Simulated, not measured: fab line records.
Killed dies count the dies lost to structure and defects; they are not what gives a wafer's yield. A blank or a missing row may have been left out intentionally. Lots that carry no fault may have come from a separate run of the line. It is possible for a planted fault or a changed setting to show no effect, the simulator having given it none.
fab line records -- flow sky130
[record] lots = 12, wafers = 36, lastDay = 50
route steps=708 shown SD_N@354 CONTACT@407
lots that met no fault: taken from a fault-free run of the same line
startH: the number of hours between the record's first day and the start of the first shown wafer of the lot -- waitH: how many hours have passed since the lot's step before this one -- " identical to the entry in the row above -- L1.1+2: one row covering several wafers at once -- - no value present, or no start provided -- * or withheld: withheld -- < > ~ a bound
route shown NAME@n: NAME is a module with steps in the file, n the number in the route of the first one -- usual: average and standard deviation across the fault-free wafers -- same: alike in all rows -- chamber/n: place in a boat -- sites: the reading at each site -- _std_site: standard deviation of those values -- _edge_site: inner sites' mean taken away from outer sites' mean -- radiusMm: how far each site lies from the wafer's centre -- mask NAME#n: copy n -- behind: the last tool/chamber to shape the wafer -- hold: cause of the lot's hold/its duration in hours/its outcome -- device: names the non-switching transistor (n, p or np) -- end of line: tests of these same wafers at the route's end -- for a step that has no rows: nothing shown but its recipe -- killed: dies that structure and defects cost at the first sort, which is not the same as the wafer's yield -- map: a wafer's dies, marking killed ones x, the rest . and places with no die _
set.NAME: the setting as run; set.NAME@STEP: as run at that earlier step -- model.NAME: the simulator's own value behind a step, which no gauge read
the route's steps for a sample of lots (tables are steps, rows are wafers)
services: a tool's chamber out of use, with start hour (startH, from the record's first day; less than 0 if before it), hours out, and reason
[[steps]]
[step SKY_SD_N_TW_MEAS_12]
[usual] SD_N_TW = 3985/22
lot.wafer,tool,chamber,startH,waitH,SD_N_TW
L977.2,filmMetro-04,-,650.28,0.1,3975
L977.3,filmMetro-04,-,650.28,0.1,3958
L977.4,filmMetro-04,-,650.28,0.1,3955
L981.1,filmMetro-03,-,699.22,0.1,3978
L981.5,filmMetro-03,-,699.22,0.1,3957
L981.6,filmMetro-03,-,699.22,0.1,3975
L982.1,filmMetro-02,-,709.06,0.1,3986
L982.3,filmMetro-02,-,709.06,0.1,4025
L982.4,filmMetro-02,-,709.06,0.1,4001
L983.2,filmMetro-02,-,722.78,0.1,3998
L983.5,filmMetro-02,-,722.78,0.1,3992
L983.6,filmMetro-02,-,722.78,0.1,3993
L984.2,filmMetro-04,-,736.44,0.1,3980
L984.5,filmMetro-04,-,736.44,0.1,4003
L984.6,filmMetro-04,-,736.44,0.1,3965
L985.1,filmMetro-03,-,740.88,0.1,3966
L985.5,filmMetro-03,-,740.88,0.1,3951
L985.6,filmMetro-03,-,740.88,0.1,3958
L992.1,filmMetro-04,-,795.87,0.1,3994
L992.3,filmMetro-04,-,795.87,0.1,3993
L992.6,filmMetro-04,-,795.87,0.1,3993
L993.2,filmMetro-03,-,799.49,0.1,3990
L993.3,filmMetro-03,-,799.49,0.1,3971
L993.4,filmMetro-03,-,799.49,0.1,3992
L994.2,filmMetro-04,-,800.58,0.1,3996
L994.3,filmMetro-04,-,800.58,0.1,4011
L994.5,filmMetro-04,-,800.58,0.1,4011
L997.2,filmMetro-02,-,837.68,0.1,3980
L997.3,filmMetro-02,-,837.68,0.1,3980
L997.6,filmMetro-02,-,837.68,0.1,3995
L998.1,filmMetro-02,-,839.74,0.1,4020
L998.5,filmMetro-02,-,839.74,0.1,4020
L998.6,filmMetro-02,-,839.74,0.1,4027
L999.1,filmMetro-04,-,844.98,0.1,3967
L999.4,filmMetro-04,-,844.98,0.1,3988
L999.6,filmMetro-04,-,844.98,0.1,3977
[step SKY_CONTACT_THK_MEAS_01]
[recipe] reads = Si3N4_of_CONTACT_CVD_00
[usual] CONTACT_CVD_00_THK = 75.1/0.92
lot.wafer,tool,chamber,startH,waitH,CONTACT_CVD_00_THK[nm]
L977.2,filmMetro-03,-,710.88,-,75.2
L977.3,filmMetro-03,-,710.88,-,74.7
L977.4,filmMetro-03,-,710.88,-,76.5
L981.1,filmMetro-04,-,758.22,-,74.7
L981.5,filmMetro-04,-,758.22,-,76.3
L981.6,filmMetro-04,-,758.22,-,75.5
L982.1,filmMetro-03,-,766.99,-,75.7
L982.3,filmMetro-03,-,766.99,-,74.7
L982.4,filmMetro-03,-,766.99,-,76.1
L983.2,filmMetro-04,-,778.84,-,75.9
L983.5,filmMetro-04,-,778.84,-,75.2
L983.6,filmMetro-04,-,778.84,-,75.6
L984.2,filmMetro-03,-,790.62,-,75.4
L984.5,filmMetro-03,-,790.62,-,76.3
L984.6,filmMetro-03,-,790.62,-,77.1
L985.1,filmMetro-03,-,794.95,-,74.4
L985.5,filmMetro-03,-,794.95,-,75.5
L985.6,filmMetro-03,-,794.95,-,76.3
L992.1,filmMetro-01,-,851.71,-,75.1
L992.3,filmMetro-01,-,851.71,-,73.4
L992.6,filmMetro-01,-,851.71,-,75.2
L993.2,filmMetro-03,-,855.46,-,73.6
L993.3,filmMetro-03,-,855.46,-,73.8
L993.4,filmMetro-03,-,855.46,-,75.5
L994.2,filmMetro-01,-,856.41,-,75.4
L994.3,filmMetro-01,-,856.41,-,75.3
L994.5,filmMetro-01,-,856.41,-,75.4
L997.2,filmMetro-03,-,892.26,-,74.6
L997.3,filmMetro-03,-,892.26,-,74.9
L997.6,filmMetro-03,-,892.26,-,75.1
L998.1,filmMetro-04,-,894.81,-,75.2
L998.5,filmMetro-04,-,894.81,-,75.6
L998.6,filmMetro-04,-,894.81,-,75.5
L999.1,filmMetro-01,-,898.56,-,74.1
L999.4,filmMetro-01,-,898.56,-,74.0
L999.6,filmMetro-01,-,898.56,-,75.5
[step SKY_CONTACT_HDPCVD_02]
[recipe] material = SiO2, targetThkNm = 565, sigmaOpenFrac = 0.3, timeS = 94.2, tempC = 600, sih4FlowSccm = 60, pressureMtorr = 6
[usual] sih4FlowSccm = 60.01/0.19
lot.wafer,tool,chamber,startH,waitH,sih4FlowSccm
L977.2,hdpcvd-01,2,710.93,0.0,60.07
L977.3,hdpcvd-01,1,710.93,0.0,60.43
L977.4,hdpcvd-01,1,710.93,0.0,60.26
L981.1,hdpcvd-01,0,758.28,0.1,59.86
L981.5,hdpcvd-01,1,758.28,0.1,60.30
L981.6,hdpcvd-01,2,758.28,0.1,60.07
L982.1,hdpcvd-01,0,767.05,0.1,71.82
L982.3,hdpcvd-01,1,767.05,0.1,71.71
L982.4,hdpcvd-01,1,767.05,0.1,72.12
L983.2,hdpcvd-02,2,778.89,0.0,59.95
L983.5,hdpcvd-02,0,778.89,0.0,60.36
L983.6,hdpcvd-02,1,778.89,0.0,59.89
L984.2,hdpcvd-01,1,790.67,0.0,71.86
L984.5,hdpcvd-01,2,790.67,0.0,72.19
L984.6,hdpcvd-01,1,790.67,0.0,71.90
L985.1,hdpcvd-01,1,795.01,0.1,72.09
L985.5,hdpcvd-01,1,795.01,0.1,72.08
L985.6,hdpcvd-01,2,795.01,0.1,71.85
L992.1,hdpcvd-01,1,851.77,0.1,59.93
L992.3,hdpcvd-01,0,851.77,0.1,59.90
L992.6,hdpcvd-01,2,851.77,0.1,59.95
L993.2,hdpcvd-01,1,855.51,0.0,60.19
L993.3,hdpcvd-01,2,855.51,0.0,60.29
L993.4,hdpcvd-01,2,855.51,0.0,60.16
L994.2,hdpcvd-01,2,856.46,0.0,59.77
L994.3,hdpcvd-01,0,856.46,0.0,60.02
L994.5,hdpcvd-01,0,856.46,0.0,60.09
L997.2,hdpcvd-01,2,892.31,0.0,59.81
L997.3,hdpcvd-01,1,892.31,0.0,59.88
L997.6,hdpcvd-01,2,892.31,0.0,60.08
L998.1,hdpcvd-02,1,894.87,0.1,60.13
L998.5,hdpcvd-02,1,894.87,0.1,60.21
L998.6,hdpcvd-02,2,894.87,0.1,60.16
L999.1,hdpcvd-01,2,898.62,0.1,59.93
L999.4,hdpcvd-01,0,898.62,0.1,60.16
L999.6,hdpcvd-01,1,898.62,0.1,60.18
[step SKY_CONTACT_THK_MEAS_03]
[recipe] reads = SiO2_of_CONTACT_HDPCVD_02
[usual] CONTACT_HDPCVD_THK = 564/4.6
lot.wafer,tool,chamber,startH,waitH,CONTACT_HDPCVD_THK[nm]
L977.2,filmMetro-04,-,711.01,0.0,575
L977.3,filmMetro-04,-,711.01,0.0,570
L977.4,filmMetro-04,-,711.01,0.0,572
L981.1,filmMetro-01,-,758.35,0.0,565
L981.5,filmMetro-01,-,758.35,0.0,565
L981.6,filmMetro-01,-,758.35,0.0,572
L982.1,filmMetro-01,-,767.12,0.0,679
L982.3,filmMetro-01,-,767.12,0.0,680
L982.4,filmMetro-01,-,767.12,0.0,683
L983.2,filmMetro-03,-,778.97,0.0,567
L983.5,filmMetro-03,-,778.97,0.0,562
L983.6,filmMetro-03,-,778.97,0.0,552
L984.2,filmMetro-01,-,790.75,0.0,680
L984.5,filmMetro-01,-,790.75,0.0,680
L984.6,filmMetro-01,-,790.75,0.0,680
L985.1,filmMetro-01,-,795.08,0.0,677
L985.5,filmMetro-01,-,795.08,0.0,669
L985.6,filmMetro-01,-,795.08,0.0,676
L992.1,filmMetro-04,-,851.84,0.0,563
L992.3,filmMetro-04,-,851.84,0.0,565
L992.6,filmMetro-04,-,851.84,0.0,563
L993.2,filmMetro-04,-,855.59,0.0,563
L993.3,filmMetro-04,-,855.59,0.0,572
L993.4,filmMetro-04,-,855.59,0.0,567
L994.2,filmMetro-03,-,856.54,0.0,572
L994.3,filmMetro-03,-,856.54,0.0,566
L994.5,filmMetro-03,-,856.54,0.0,568
L997.2,filmMetro-03,-,892.39,0.0,559
L997.3,filmMetro-03,-,892.39,0.0,562
L997.6,filmMetro-03,-,892.39,0.0,558
L998.1,filmMetro-01,-,894.94,0.0,566
L998.5,filmMetro-01,-,894.94,0.0,557
L998.6,filmMetro-01,-,894.94,0.0,563
L999.1,filmMetro-03,-,898.69,0.0,564
L999.4,filmMetro-03,-,898.69,0.0,562
L999.6,filmMetro-03,-,898.69,0.0,559
[step SKY_CONTACT_CMP_04]
[recipe] material = SiO2, downForcePsi = 4, platenRpm = 60, padVelocityMS = 0.94248
[usual] motorCurrentA = 12.0/1.1, timeToEndpointS = 83/3.1
lot.wafer,tool,chamber,startH,waitH,motorCurrentA,timeToEndpointS
L977.2,cmp-01,1,711.11,0.1,12.2,93
L977.3,cmp-01,2,711.11,0.1,12.0,91
L977.4,cmp-01,3,711.11,0.1,12.8,88
L981.1,cmp-01,0,758.46,0.1,10.5,88
L981.5,cmp-01,3,758.46,0.1,12.3,83
L981.6,cmp-01,0,758.46,0.1,10.4,82
L982.1,cmp-01,2,767.18,0.1,12.3,125
L982.3,cmp-01,0,767.18,0.1,10.7,124
L982.4,cmp-01,1,767.18,0.1,12.0,127
L983.2,cmp-01,1,779.07,0.1,12.5,83
L983.5,cmp-01,0,779.07,0.1,10.0,79
L983.6,cmp-01,1,779.07,0.1,12.1,79
L984.2,cmp-02,0,790.85,0.1,11.8,123
L984.5,cmp-02,3,790.85,0.1,13.4,126
L984.6,cmp-02,0,790.85,0.1,12.3,121
L985.1,cmp-02,0,795.19,0.1,11.5,120
L985.6,cmp-02,3,795.19,0.1,13.3,123
L985.5,cmp-02,0,795.19,0.1,12.5,120
L992.1,cmp-01,0,852.00,0.1,10.0,85
L992.3,cmp-01,1,852.00,0.1,11.8,86
L992.6,cmp-01,3,852.00,0.1,12.6,84
L993.2,cmp-02,2,855.64,0.0,13.6,80
L993.4,cmp-02,0,855.64,0.0,11.7,83
L993.3,cmp-02,1,855.64,0.0,11.0,87
L994.2,cmp-02,1,856.69,0.1,10.9,85
L994.3,cmp-02,2,856.69,0.1,13.7,82
L994.5,cmp-02,0,856.69,0.1,12.0,82
L997.3,cmp-01,1,892.49,0.1,12.2,83
L997.2,cmp-01,3,892.49,0.1,12.6,82
L997.6,cmp-01,0,892.49,0.1,10.3,82
L998.1,cmp-01,1,895.00,0.1,12.1,87
L998.6,cmp-01,1,895.00,0.1,11.5,86
L998.5,cmp-01,2,895.00,0.1,11.7,84
L999.4,cmp-02,2,898.75,0.0,13.8,80
L999.1,cmp-02,1,898.75,0.0,10.5,83
L999.6,cmp-02,2,898.75,0.0,13.7,80
[step SKY_CONTACT_STRIP_19]
[recipe] chemistry = O2/N2, powerW = 1400, pressureMtorr = 1500, platenTempC = withheld, o2FlowSccm = 3000, n2FlowSccm = 300, overashFraction = 0.5
[usual] drypumpMotorCurrentA = 5.6/0.37, oesProductAu = 0.381/0.0048, stripTimeToEndpointS = 3.619/0.026
[same] overashFraction = 0.5
lot.wafer,tool,chamber,startH,waitH,drypumpMotorCurrentA,oesProductAu,rfHoursCounterH,stripTimeToEndpointS
L977.2,plasmaAsher-04,1,739.51,-,5.1,0.385,31,3.590
L977.3,plasmaAsher-04,0,739.51,-,6.3,0.379,-,3.614
L977.4,plasmaAsher-04,1,739.51,-,5.1,0.380,-,3.609
L981.1,plasmaAsher-03,1,784.06,-,5.3,0.378,63,3.630
L981.5,plasmaAsher-03,0,784.06,-,5.7,0.381,-,3.641
L981.6,plasmaAsher-03,1,784.06,-,5.3,0.375,-,3.604
L982.1,plasmaAsher-01,1,791.19,-,5.9,0.368,5,3.632
L982.3,plasmaAsher-01,1,791.19,-,5.9,0.380,-,3.666
L982.4,plasmaAsher-01,0,791.19,-,5.4,0.391,-,3.617
L983.2,plasmaAsher-03,0,802.82,-,5.7,0.386,64,3.617
L983.5,plasmaAsher-03,0,802.82,-,5.7,0.385,-,3.618
L983.6,plasmaAsher-03,1,802.82,-,5.3,0.373,-,3.606
L984.2,plasmaAsher-03,0,814.64,-,5.7,0.378,65,3.588
L984.5,plasmaAsher-03,0,814.64,-,5.7,0.375,-,3.582
L984.6,plasmaAsher-03,1,814.64,-,5.3,0.380,-,3.587
L985.1,plasmaAsher-01,0,821.36,-,5.4,0.376,7,3.635
L985.5,plasmaAsher-01,1,821.36,-,5.9,0.379,-,3.655
L985.6,plasmaAsher-01,0,821.36,-,5.4,0.385,-,3.661
L992.1,plasmaAsher-04,0,876.29,-,6.3,0.388,43,3.641
L992.3,plasmaAsher-04,0,876.29,-,6.3,0.379,-,3.654
L992.6,plasmaAsher-04,0,876.29,-,6.3,0.384,-,3.627
L993.2,plasmaAsher-03,0,882.89,-,5.8,0.382,73,3.613
L993.3,plasmaAsher-03,1,882.89,-,5.3,0.371,-,3.630
L993.4,plasmaAsher-03,0,882.89,-,5.8,0.381,-,3.647
L994.2,plasmaAsher-03,1,883.94,-,5.3,0.380,73,3.639
L994.3,plasmaAsher-03,1,883.94,-,5.3,0.374,-,3.595
L994.5,plasmaAsher-03,1,883.94,-,5.3,0.388,-,3.649
L997.2,plasmaAsher-01,1,918.66,-,5.8,0.376,18,3.541
L997.3,plasmaAsher-01,1,918.66,-,5.9,0.388,-,3.581
L997.6,plasmaAsher-01,1,918.66,-,5.9,0.379,-,3.588
L998.1,plasmaAsher-01,1,922.27,-,5.9,0.381,18,3.605
L998.5,plasmaAsher-01,0,922.27,-,5.4,0.385,-,3.604
L998.6,plasmaAsher-01,1,922.27,-,5.9,0.376,-,3.619
L999.1,plasmaAsher-01,0,925.81,-,5.4,0.381,19,3.598
L999.4,plasmaAsher-01,0,925.81,-,5.4,0.381,-,3.597
L999.6,plasmaAsher-01,1,925.81,-,5.9,0.385,-,3.631
[[services]]
tool,chamber,startH,hours,kind
hdpcvd-02,-,698.46,0.5,repair
cmp-02,-,700.35,6.8,pm
cmp-02,-,713.51,1.7,repair
cmp-02,-,718.87,1.0,repair
plasmaAsher-01,-,733.75,9.0,pm
cmp-01,-,744.16,4.0,pm
hdpcvd-01,-,745.38,0.3,repair
cmp-02,-,763.09,6.6,pm
hdpcvd-02,-,794.16,2.8,pm
cmp-01,-,807.91,5.2,repair
cmp-02,-,816.19,2.3,repair
plasmaAsher-04,-,835.60,14.6,pm
hdpcvd-01,-,857.18,22.1,repair
hdpcvd-02,2,866.81,11.0,repair
plasmaAsher-01,-,874.03,6.4,pm
plasmaAsher-03,-,886.89,0.4,repair
cmp-02,-,893.04,1.4,repair
cmp-02,-,902.98,0.9,repair
hdpcvd-01,-,908.04,1.2,repair
hdpcvd-02,0,910.12,14.1,repair
cmp-02,-,912.00,4.0,pm
cmp-02,-,916.54,2.3,repair
plasmaAsher-04,-,916.72,0.7,repair
hdpcvd-01,-,921.59,0.4,repair
[[key]]
[firstSign] step = SKY_CONTACT_HDPCVD_02, reading = sih4FlowSccm, direction = up, sigmas = 63, usual = 60.01, struck = 71.96
[effect] step = SKY_CONTACT_THK_MEAS_03, reading = CONTACT_HDPCVD_THK, direction = up, sigmas = 25, usual = 564, struck = 678
[effect] step = SKY_CONTACT_CMP_04, reading = timeToEndpointS, direction = up, sigmas = 13, usual = *, struck = *
metAt SKY_CONTACT_HDPCVD_02
struckLots L982,L984,L985
testerLeftOut L982,L984,L985
notActingAt SKY_SD_N_TW_MEAS_12,SKY_CONTACT_THK_MEAS_01,SKY_CONTACT_STRIP_19
onsetBetween 758.28 767.05
[fault] kind = processParameterDrift, tool = hdpcvd-01, chamber = -, onsetH = 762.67, steps = SKY_CONTACT_HDPCVD_02, channel = sih4FlowSccm, offset = 12, shape = step, endH = 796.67, actsIn = theseRecipesOnly, stated = 60
// testerLeftOut: of these lots the tester's yield and bins aren't shown, on N5 and GAA mostly nor the transistor test; their killed dies are dies lost to structure and defects alone, not to doping, threshold or leakage, so they don't give the yield
